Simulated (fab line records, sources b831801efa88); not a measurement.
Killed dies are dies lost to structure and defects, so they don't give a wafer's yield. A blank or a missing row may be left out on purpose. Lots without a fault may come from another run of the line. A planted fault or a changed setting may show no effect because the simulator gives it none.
Chamber matching | flow gf180mcu | GF_V1_CVD_02 on pecvd-02: 3 sister chambers
The step deposits SiO2 from TEOS, target thk 850 nm, time 94.851 s. 14 wafers are shown with their chamber, then 7 later ones without.

WAFERS WITH THEIR CHAMBER
wafer  | chamber | heater_power_w (W) | run_length_s (s)
L731.1 | 1       | 715                | 123.1
L731.2 | 0       | 642                | 122.0
L731.4 | 2       | 771                | 122.6
L734.1 | 1       | 682                | 122.9
L734.2 | 2       | 821                | 123.1
L734.4 | 2       | 813                | 122.7
L738.4 | 1       | 598                | 122.7
L738.5 | 0       | 691                | 122.8
L738.6 | 2       | 665                | 122.6
L740.4 | 0       | 660                | 122.7
L740.5 | 2       | 766                | 122.8
L740.6 | 1       | 614                | 122.6
L743.1 | 0       | 612                | 122.5
L743.4 | 1       | 735                | 122.7

SIGNATURES (means of the wafers above)
reading        | chamber 0 | chamber 1 | chamber 2 | scatter within a chamber
heater_power_w | 651.25    | 668.80    | 767.20    | 55.1
run_length_s   | 122.500   | 122.800   | 122.760   | 0.254
Rule: a wafer's distance from a chamber is the root of the sum, over the readings, of the square of ((its reading less the chamber's mean) divided by the reading's scatter). The wafer belongs to the nearest chamber; if the next one is less than 2 further off, it can't be placed. The scatter: the root of (the sum of the squares of (reading less its chamber's mean) over the shown wafers, divided by (wafers less chambers)).

WAFERS WITHOUT THEIR CHAMBER
wafer  | heater_power_w (W) | run_length_s (s)
L743.5 | 760                | 122.7
L744.4 | 802                | 122.7
L744.5 | 726                | 122.5
L744.6 | 585                | 122.4
L747.5 | 728                | 122.5
L749.2 | 807                | 122.6
L749.3 | 726                | 122.9

WHICH CHAMBER EACH WENT THROUGH
wafer  | from the rows above          | in truth
L743.5 | can't be placed: 2 or 1 or 0 | 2
L744.4 | can't be placed: 2 or 1      | 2
L744.5 | can't be placed: 2 or 0 or 1 | 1
L744.6 | can't be placed: 0 or 1      | 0
L747.5 | can't be placed: 2 or 0 or 1 | 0
L749.2 | can't be placed: 2 or 1 or 0 | 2
L749.3 | can't be placed: 2 or 1 or 0 | 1
Placed correctly: 0 of 7. Can't be placed from these rows: 7 (the true chamber is among the candidates in 7). Placed wrongly: 0.
